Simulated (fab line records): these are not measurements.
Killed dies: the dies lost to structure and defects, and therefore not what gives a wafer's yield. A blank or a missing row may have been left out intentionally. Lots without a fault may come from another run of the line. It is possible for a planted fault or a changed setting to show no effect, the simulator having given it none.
Which of the tools did it? + flow gf180mcu + 11 lots (33 wafers sampled), 1 step of a 602-step route

WHAT THE GAUGES READ, wafer by wafer
GF_M4_CD_MEAS_14 targets a cd of 280 nm.
| lot  | measured     | on        | cd_nm (nm)        |
|------|--------------|-----------|-------------------|
| L111 | day 23 12:35 | cd_sem-01 | 281.8 281.2 282.3 |
| L115 | day 25 08:50 | cd_sem-02 | 280.4 280.6 280.3 |
| L116 | day 25 16:50 | cd_sem-01 | 277.3 278.6 277.7 |
| L117 | day 26 05:16 | cd_sem-01 | 279.4 277.8 277.8 |
| L118 | day 26 07:29 | cd_sem-01 | 279.9 280.8 279.5 |
| L124 | day 27 22:34 | cd_sem-02 | 280.2 280.8 281.1 |
| L125 | day 28 09:19 | cd_sem-02 | 280.0 281.5 280.5 |
| L126 | day 28 18:46 | cd_sem-01 | 278.9 278.8 279.3 |
| L127 | day 28 23:52 | cd_sem-02 | 279.5 279.9 278.8 |
| L131 | day 30 02:16 | cd_sem-01 | 283.3 281.7 281.7 |
| L132 | day 30 06:13 | cd_sem-01 | 278.5 279.7 280.0 |

EACH LOT AND THE TOOL THAT RAN IT (in order: tool; ch and the chambers of the sampled wafers; start)
There is no process step in the record ahead of these readings.

THE ANSWER, worked out from the rows above alone
Rule: the usual values come from the lots themselves. Put in order of their means at a reading, lots are off if they are a third of the lots or fewer, leave a main group of 4 or more, and stand apart from it by a gap of 3 or more times the standard deviation of the main group's means; of several such gaps the widest counts. A main group is skipped when, at the precision printed for the reading in the tables above, its means are all equal. A lot without any number at a reading at which 4 lots or more have one is off too. All remaining lots with rows at the step are treated as sound.
No lot is off on any of the readings shown, so nothing can be concluded from this.

WHAT HAD BEEN PUT IN BY THE SIMULATOR
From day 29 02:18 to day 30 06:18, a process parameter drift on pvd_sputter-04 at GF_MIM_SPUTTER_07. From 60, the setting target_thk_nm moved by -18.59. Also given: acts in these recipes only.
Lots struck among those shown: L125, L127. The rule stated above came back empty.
